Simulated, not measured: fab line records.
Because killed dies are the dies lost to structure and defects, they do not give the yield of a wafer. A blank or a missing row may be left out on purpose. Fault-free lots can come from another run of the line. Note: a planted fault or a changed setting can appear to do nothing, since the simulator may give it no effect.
Which tool was responsible? ; flow sky130 ; 15 lots, 45 wafers sampled, at 5 steps of a route of 708

== WHAT THE GAUGES SHOWED, per wafer ==
SKY_VT_ADJUST_PCH_OVL_MEAS_07.
lot;measured;on;VT_ADJUST_PCH_OVL (nm)
L708;day 8 16:56;overlay-02;1.1 1.5 0.0
L709;day 8 19:29;overlay-02;-2.0 -1.0 -1.8
L710;day 8 21:52;overlay-01;0.7 3.3 3.4
L711;day 9 07:26;overlay-01;-0.4 -2.2 -1.8
L712;day 9 17:07;overlay-02;-0.6 1.0 -0.7
L713;day 9 20:40;overlay-02;-1.8 -2.4 -1.7
L714;day 10 02:16;overlay-02;-1.2 -1.7 -1.4
L715;day 10 08:16;overlay-02;2.1 0.0 0.5
L716;day 10 14:10;overlay-01;1.0 0.2 0.8
L717;day 10 17:34;overlay-01;1.0 0.5 -1.4
L719;day 11 05:40;overlay-01;-0.4 -1.0 -0.4
L720;day 11 08:47;overlay-01;0.1 0.1 -2.2
L721;day 11 16:19;overlay-01;-1.6 -3.3 -2.1
L727;day 21 10:19;overlay-02;0.3 0.1 -1.7
L731;day 21 10:40;overlay-01;-1.8 -1.5 -2.3

SKY_POLY_CUT_CD_MEAS_08: the cd target is 270 nm.
lot;measured;on;cdNm (nm)
L708;day 21 22:52;cdSem-02;268.1 270.0 269.1
L709;day 21 23:13;cdSem-01;267.5 268.5 269.1
L710;day 21 23:29;cdSem-02;272.4 271.7 270.5
L711;day 22 02:56;cdSem-01;268.6 268.2 267.9
L712;day 22 16:50;cdSem-02;270.3 269.8 270.9
L713;day 23 06:19;cdSem-02;269.4 270.4 269.5
L714;day 23 05:05;cdSem-01;270.7 271.8 270.0
L715;day 23 19:56;cdSem-02;269.8 270.3 268.8
L716;day 24 05:58;cdSem-02;270.4 270.5 269.7
L717;day 24 09:18;cdSem-02;272.4 271.2 270.3
L719;day 24 14:50;cdSem-02;269.6 270.9 270.6
L720;day 25 00:26;cdSem-02;269.5 270.2 269.5
L721;day 25 06:29;cdSem-01;269.7 269.7 269.3
L727;day 35 04:58;cdSem-01;270.9 270.0 270.2
L731;day 35 08:19;cdSem-02;269.7 270.4 270.2

SKY_RES_XHIGH_TW_MEAS_09.
lot;measured;on;RES_XHIGH_TW
L708;day 24 09:58;filmMetro-04;1626 1633 1624
L709;day 24 10:19;filmMetro-01;1636 1626 1634
L710;day 24 10:37;filmMetro-02;1623 1636 1647
L711;day 24 13:01;filmMetro-02;1631 1631 1635
L712;day 25 03:04;filmMetro-02;1628 1626 1624
L713;day 25 16:22;filmMetro-04;1622 1631 1623
L714;day 25 14:46;filmMetro-02;1623 1623 1618
L715;day 26 04:04;filmMetro-04;1633 1627 1634
L716;day 26 14:13;filmMetro-02;1633 1630 1630
L717;day 26 18:10;filmMetro-04;30 30 30
L719;day 27 01:11;filmMetro-01;30 30 30
L720;day 27 08:52;filmMetro-01;30 30 30
L721;day 27 16:52;filmMetro-04;1627 1620 1617
L727;day 37 11:16;filmMetro-02;1631 1633 1630
L731;day 37 14:31;filmMetro-02;1634 1640 1634

SKY_LOCAL_INTERCONNECT_CD_MEAS_11: the cd target is 170 nm.
lot;measured;on;cdNm (nm)
L708;day 28 03:25;cdSem-02;170.7 170.5 170.2
L709;day 28 04:47;cdSem-01;168.8 170.0 169.6
L710;day 28 05:44;cdSem-02;168.0 167.8 168.0
L711;day 28 06:59;cdSem-02;170.7 169.2 169.3
L712;day 28 21:32;cdSem-02;171.5 171.7 172.0
L713;day 29 08:31;cdSem-02;166.8 165.2 166.6
L714;day 29 05:58;cdSem-01;168.3 169.7 168.7
L715;day 29 21:26;cdSem-02;170.3 170.6 170.8
L716;day 30 06:46;cdSem-01;165.7 166.9 167.2
L717;day 30 10:20;cdSem-01;170.1 169.6 170.2
L719;day 30 18:55;cdSem-01;170.2 170.0 170.0
L720;day 31 03:20;cdSem-01;168.6 169.6 169.8
L721;day 31 10:35;cdSem-02;166.6 166.6 166.2
L727;day 40 20:26;cdSem-02;172.6 171.3 170.5
L731;day 41 00:04;cdSem-01;171.6 170.5 171.8

== WHAT TOOL EACH LOT RAN ON (gives the tool, then ch and the chambers of the sampled wafers, and finally the start) ==
lot;SKY_RES_XHIGH_EXPOSE_04
L708;ilineStepper-01 ch 0, day 23 19:06
L709;ilineStepper-02 ch 0, day 23 19:20
L710;ilineStepper-01 ch 0, day 23 19:35
L711;ilineStepper-02 ch 0, day 23 22:29
L712;ilineStepper-01 ch 0, day 24 13:23
L713;ilineStepper-02 ch 0, day 25 01:37
L714;ilineStepper-02 ch 0, day 25 00:38
L715;ilineStepper-01 ch 0, day 25 15:06
L716;ilineStepper-01 ch 0, day 26 00:05
L717;ilineStepper-01, day 26 03:29
L719;ilineStepper-01, day 26 10:02
L720;ilineStepper-02, day 26 18:40
L721;ilineStepper-02 ch 0, day 27 02:37
L727;ilineStepper-01 ch 0, day 36 21:31
L731;ilineStepper-01 ch 0, day 37 01:17
- SKY_RES_XHIGH_EXPOSE_04: exposes mask URPM, target cd 1270 nm.

== WHAT THE TOOLS THEMSELVES READ (means of the sampled wafers that have a number; where no wafer has one, the mark that the record gives instead) ==
SKY_RES_XHIGH_EXPOSE_04.
lot;tool;exposureDoseMJCm2;focusOffsetNm (nm)
L708;ilineStepper-01;140.12;0.8
L709;ilineStepper-02;139.75;0.1
L710;ilineStepper-01;140.21;-0.4
L711;ilineStepper-02;140.07;-0.2
L712;ilineStepper-01;139.93;0.7
L713;ilineStepper-02;139.98;-0.6
L714;ilineStepper-02;140.09;0.1
L715;ilineStepper-01;139.98;-0.3
L716;ilineStepper-01;140.26;-0.9
L717;ilineStepper-01;-;-
L719;ilineStepper-01;-;-
L720;ilineStepper-02;-;-
L721;ilineStepper-02;140.19;0.2
L727;ilineStepper-01;139.93;-0.2
L731;ilineStepper-01;139.91;0.3

== THE ANSWER, worked out from the rows above alone ==
Rule: the lots themselves supply what counts as usual. Put in order of their means at a reading, lots are off if they are a third of the lots or fewer, leave a main group of 4 or more, and stand apart from it by a gap of 3 or more times the standard deviation of the main group's means; of several such gaps the widest counts. A main group whose means are all the same, to the digits that the tables above print for the reading, isn't used. Also off: a lot with no number at a reading for which 4 or more lots have one. All remaining lots with rows at the step are treated as sound. The gauges are gone through in route order, then the tools' own readings, and for those a lot's mean is taken as printed above. At the first step where some lot is off, the reading lying furthest off is the one used; lots without a number count as furthest.
Off: L717, L719, L720, seen at SKY_RES_XHIGH_TW_MEAS_09 (RES_XHIGH_TW). The main group has a mean of 1629 with a standard deviation of 4.7.
A tool fits if, at a process step before that reading, it ran every lot that is off, and no sound lot after the first of them. Not tried: the gauges at SKY_RES_XHIGH_TW_MEAS_09; whatever is off there is also off at SKY_RES_XHIGH_EXPOSE_04, on other tools, and gauge error can't account for it. Not one of the candidates tried fits.

== WHAT THE SIMULATOR HAD PUT IN ==
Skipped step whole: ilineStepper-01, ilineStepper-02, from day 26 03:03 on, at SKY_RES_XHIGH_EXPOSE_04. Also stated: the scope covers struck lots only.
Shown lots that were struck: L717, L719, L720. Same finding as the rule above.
